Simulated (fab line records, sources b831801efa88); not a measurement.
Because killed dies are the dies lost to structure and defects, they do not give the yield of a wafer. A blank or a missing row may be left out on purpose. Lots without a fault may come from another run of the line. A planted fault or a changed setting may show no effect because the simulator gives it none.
Which of the tools did it? + flow gf180mcu + 12 lots with 36 wafers sampled at 6 steps, on a route of 602 steps

== WHAT EACH GAUGE READ, for each wafer ==
GF_STI_THK_MEAS_04. Usual: STI_CVD_03_THK typically reads 207.1 nm, with standard deviation 2.1.
| lot  | measured    | on            | STI_CVD_03_THK (nm) | flag |
|------|-------------|---------------|---------------------|------|
| L174 | day 1 16:38 | film_metro-01 | 208.0 206.4 205.9   |      |
| L175 | day 1 19:37 | film_metro-03 | 209.2 206.5 207.5   |      |
| L178 | day 2 09:45 | film_metro-02 | 208.6 209.3 209.0   |      |
| L181 | day 3 00:34 | film_metro-02 | 204.0 203.9 203.3   |      |
| L182 | day 3 05:38 | film_metro-02 | 203.0 204.1 205.1   |      |
| L183 | day 3 10:43 | film_metro-02 | 208.5 209.6 208.9   |      |
| L184 | day 3 15:52 | film_metro-02 | 208.3 207.9 205.7   |      |
| L185 | day 3 21:07 | film_metro-03 | 207.0 205.9 207.4   |      |
| L186 | day 4 01:35 | film_metro-02 | 210.0 210.6 209.4   |      |
| L194 | day 5 19:49 | film_metro-01 | 207.6 207.9 209.0   |      |
| L196 | day 6 05:11 | film_metro-02 | 203.8 204.4 205.9   |      |
| L197 | day 6 08:34 | film_metro-02 | 210.4 208.9 208.3   |      |

GF_VT_IMPLANT_OVL_MEAS_07. Usual: VT_IMPLANT_OVL typically reads -0.4 nm, with standard deviation 1.4.
| lot  | measured     | on         | VT_IMPLANT_OVL (nm) | flag |
|------|--------------|------------|---------------------|------|
| L174 | day 5 17:29  | overlay-01 | -1.6 -0.2 -1.3      |      |
| L175 | day 5 22:08  | overlay-02 | -2.5 0.5 -1.3       |      |
| L178 | day 6 15:22  | overlay-02 | -0.3 -2.0 -1.5      |      |
| L181 | day 7 08:54  | overlay-02 | 0.6 1.7 2.4         |      |
| L182 | day 7 16:06  | overlay-01 | -1.8 -1.7 -0.6      |      |
| L183 | day 7 21:16  | overlay-02 | 0.5 2.1 0.9         |      |
| L184 | day 8 01:55  | overlay-02 | -0.1 0.5 1.7        |      |
| L185 | day 8 12:18  | overlay-01 | -0.6 -1.0 -0.9      |      |
| L186 | day 8 16:49  | overlay-02 | 0.3 -1.5 0.7        |      |
| L194 | day 10 19:23 | overlay-01 | -0.9 1.5 0.2        |      |
| L196 | day 11 08:56 | overlay-01 | -0.2 -1.6 -2.0      |      |
| L197 | day 11 14:45 | overlay-01 | -1.2 -3.0 -3.2      |      |

GF_HV_LDD_CD_MEAS_46: the cd target is 400 nm. Usual: 400.3 nm for cd_nm, sd 2.2.
| lot  | measured     | on        | cd_nm (nm)        | flag |
|------|--------------|-----------|-------------------|------|
| L174 | day 12 11:32 | cd_sem-02 | 401.7 402.6 402.5 |      |
| L175 | day 12 16:35 | cd_sem-02 | 399.8 398.7 398.4 |      |
| L178 | day 13 12:46 | cd_sem-01 | 396.0 396.6 398.6 |      |
| L181 | day 14 14:51 | cd_sem-01 | 398.8 399.7 399.9 |      |
| L182 | day 15 00:55 | cd_sem-01 | 399.4 401.7 400.6 |      |
| L183 | day 15 09:58 | cd_sem-01 | 405.7 404.1 404.7 |      |
| L184 | day 15 16:31 | cd_sem-01 | 398.9 399.0 400.6 |      |
| L185 | day 16 07:19 | cd_sem-01 | 408.8 407.4 406.2 | OFF  |
| L186 | day 16 07:04 | cd_sem-02 | 411.2 410.6 411.4 | OFF  |
| L194 | day 19 03:49 | cd_sem-01 | 399.6 397.5 402.6 |      |
| L196 | day 20 00:50 | cd_sem-02 | 397.8 397.8 398.6 |      |
| L197 | day 20 03:34 | cd_sem-02 | 400.0 399.6 401.4 |      |

GF_HV_LDD_THK_MEAS_57. Usual: HV_LDD_CVD_56_THK typically reads 90.1 nm, with standard deviation 0.79.
| lot  | measured     | on            | HV_LDD_CVD_56_THK (nm) | flag |
|------|--------------|---------------|------------------------|------|
| L174 | day 12 14:44 | film_metro-02 | 90.2 91.1 89.5         |      |
| L175 | day 12 19:47 | film_metro-02 | 89.5 90.5 90.1         |      |
| L178 | day 13 16:03 | film_metro-04 | 91.0 91.3 91.4         |      |
| L181 | day 14 18:06 | film_metro-04 | 90.8 91.0 89.9         |      |
| L182 | day 15 04:08 | film_metro-02 | 90.2 90.1 88.5         |      |
| L183 | day 15 13:10 | film_metro-02 | 90.2 90.1 90.0         |      |
| L184 | day 15 19:44 | film_metro-04 | 90.7 90.5 91.1         |      |
| L185 | day 16 11:19 | film_metro-01 | 89.7 89.6 89.5         |      |
| L186 | day 16 11:17 | film_metro-04 | 91.0 90.6 90.8         |      |
| L194 | day 19 07:01 | film_metro-01 | 89.2 89.4 88.6         |      |
| L196 | day 20 04:02 | film_metro-02 | 90.5 90.9 91.0         |      |
| L197 | day 20 07:44 | film_metro-02 | 90.0 89.5 90.0         |      |

== WHAT TOOL EACH LOT RAN ON (gives the tool, then ch and the chambers of the sampled wafers, and finally the start) ==
| lot  | GF_HV_LDD_COAT_41                 | GF_HV_LDD_STRIP_49                   |
|------|-----------------------------------|--------------------------------------|
| L174 | litho_track-04 ch 0, day 12 01:52 | plasma_asher-04 ch 0,1, day 12 11:50 |
| L175 | litho_track-03 ch 0, day 12 06:50 | plasma_asher-01 ch 0,1, day 12 16:52 |
| L178 | litho_track-03 ch 0, day 13 02:58 | plasma_asher-04 ch 0,1, day 13 13:04 |
| L181 | litho_track-03 ch 0, day 14 04:22 | plasma_asher-01 ch 0,1, day 14 15:09 |
| L182 | litho_track-02 ch 0, day 14 14:15 | plasma_asher-03 ch 0,1, day 15 01:14 |
| L183 | litho_track-02 ch 0, day 14 23:25 | plasma_asher-01 ch 0,1, day 15 10:15 |
| L184 | litho_track-04 ch 0, day 15 05:55 | plasma_asher-01 ch 0,1, day 15 16:49 |
| L185 | litho_track-02 ch 0, day 15 20:48 | plasma_asher-04 ch 0,1, day 16 07:38 |
| L186 | litho_track-02 ch 0, day 15 20:15 | plasma_asher-03 ch 0,1, day 16 07:22 |
| L194 | litho_track-02 ch 0, day 18 15:31 | plasma_asher-03 ch 0,1, day 19 04:06 |
| L196 | litho_track-04 ch 0, day 19 12:44 | plasma_asher-04 ch 0,1, day 20 01:07 |
| L197 | litho_track-04 ch 0, day 19 15:16 | plasma_asher-03 ch 0,1, day 20 03:52 |
- GF_HV_LDD_COAT_41: resist thk 1000 nm.
- GF_HV_LDD_STRIP_49: strips in O2/N2.

== WHAT THE TOOLS THEMSELVES READ (means of the sampled wafers that have a number; where no wafer has one, the mark that the record gives instead) ==
GF_HV_LDD_COAT_41. Usual: resist_line_temp_C 23.01 C, standard deviation 0.1; spin_speed_rpm 3000.3 rpm, standard deviation 2.2.
| lot  | tool           | resist_line_temp_C (C) | spin_speed_rpm (rpm) | flag |
|------|----------------|------------------------|----------------------|------|
| L174 | litho_track-04 | 23.08                  | 3000.5               |      |
| L175 | litho_track-03 | 22.92                  | 2999.7               |      |
| L178 | litho_track-03 | 23.10                  | 3002.3               |      |
| L181 | litho_track-03 | 22.94                  | 2999.7               |      |
| L182 | litho_track-02 | 22.87                  | 2998.5               |      |
| L183 | litho_track-02 | 22.96                  | 3002.6               |      |
| L184 | litho_track-04 | 23.17                  | 2997.5               |      |
| L185 | litho_track-02 | 22.94                  | 3628.5               | OFF  |
| L186 | litho_track-02 | 23.10                  | 3629.7               | OFF  |
| L194 | litho_track-02 | 23.10                  | 3001.6               |      |
| L196 | litho_track-04 | 23.06                  | 3000.3               |      |
| L197 | litho_track-04 | 23.10                  | 2999.6               |      |

GF_HV_LDD_STRIP_49. Usual: drypump_motor_current_A 6.00 A, standard deviation 0.26; heater_power_w 364 W, standard deviation 13; oes_product_au 0.717 a.u., standard deviation 0.0044; platen_temp_c 249.99 C, standard deviation 0.18; strip_time_to_endpoint_s 12.64 s, standard deviation 0.038.
| lot  | tool            | drypump_motor_current_A (A) | heater_power_w (W) | oes_product_au (a.u.) | platen_temp_c (C) | strip_time_to_endpoint_s (s) | flag |
|------|-----------------|-----------------------------|--------------------|-----------------------|-------------------|------------------------------|------|
| L174 | plasma_asher-04 | 5.76                        | 367                | 0.721                 | 250.10            | 12.64                        |      |
| L175 | plasma_asher-01 | 6.09                        | 374                | 0.710                 | 250.03            | 12.61                        |      |
| L178 | plasma_asher-04 | 5.95                        | 382                | 0.712                 | 249.93            | 12.57                        |      |
| L181 | plasma_asher-01 | 6.19                        | 369                | 0.714                 | 250.12            | 12.73                        |      |
| L182 | plasma_asher-03 | 5.90                        | 355                | 0.721                 | 249.98            | 12.68                        |      |
| L183 | plasma_asher-01 | 6.17                        | 365                | 0.715                 | 250.13            | 12.62                        |      |
| L184 | plasma_asher-01 | 6.19                        | 364                | 0.720                 | 249.85            | 12.60                        |      |
| L185 | plasma_asher-04 | 5.95                        | 377                | 0.716                 | 249.99            | 11.57                        | OFF  |
| L186 | plasma_asher-03 | 6.07                        | 356                | 0.715                 | 249.83            | 11.54                        | OFF  |
| L194 | plasma_asher-03 | 6.07                        | 350                | 0.717                 | 250.10            | 12.61                        |      |
| L196 | plasma_asher-04 | 5.76                        | 370                | 0.718                 | 249.81            | 12.64                        |      |
| L197 | plasma_asher-03 | 6.09                        | 357                | 0.715                 | 249.77            | 12.69                        |      |

== THE ANSWER, worked out from the rows above alone ==
Rule: lot off if the mean of its wafers having a number is beyond 3 standard deviations from the usual mean. Also off: a lot with no number at a reading for which 4 or more lots have one. Any other lot the step has rows for is counted as sound. First the gauges in route order, then the tools' own readings, where a lot's mean is used as printed above. At the first step where some lot is off, the reading lying furthest off is the one used; lots without a number count as furthest.
Off, at GF_HV_LDD_CD_MEAS_46 on cd_nm: L185, L186.
A tool fits if, at a process step before that reading, it ran every lot that is off, and no sound lot after the first of them. The gauges at GF_HV_LDD_CD_MEAS_46 aren't tried: what is off there is off at GF_HV_LDD_COAT_41 too, on other tools, and a gauge's error can't cause that. No candidate that was tried fits.

== WHAT THE SIMULATOR HAD PUT IN ==
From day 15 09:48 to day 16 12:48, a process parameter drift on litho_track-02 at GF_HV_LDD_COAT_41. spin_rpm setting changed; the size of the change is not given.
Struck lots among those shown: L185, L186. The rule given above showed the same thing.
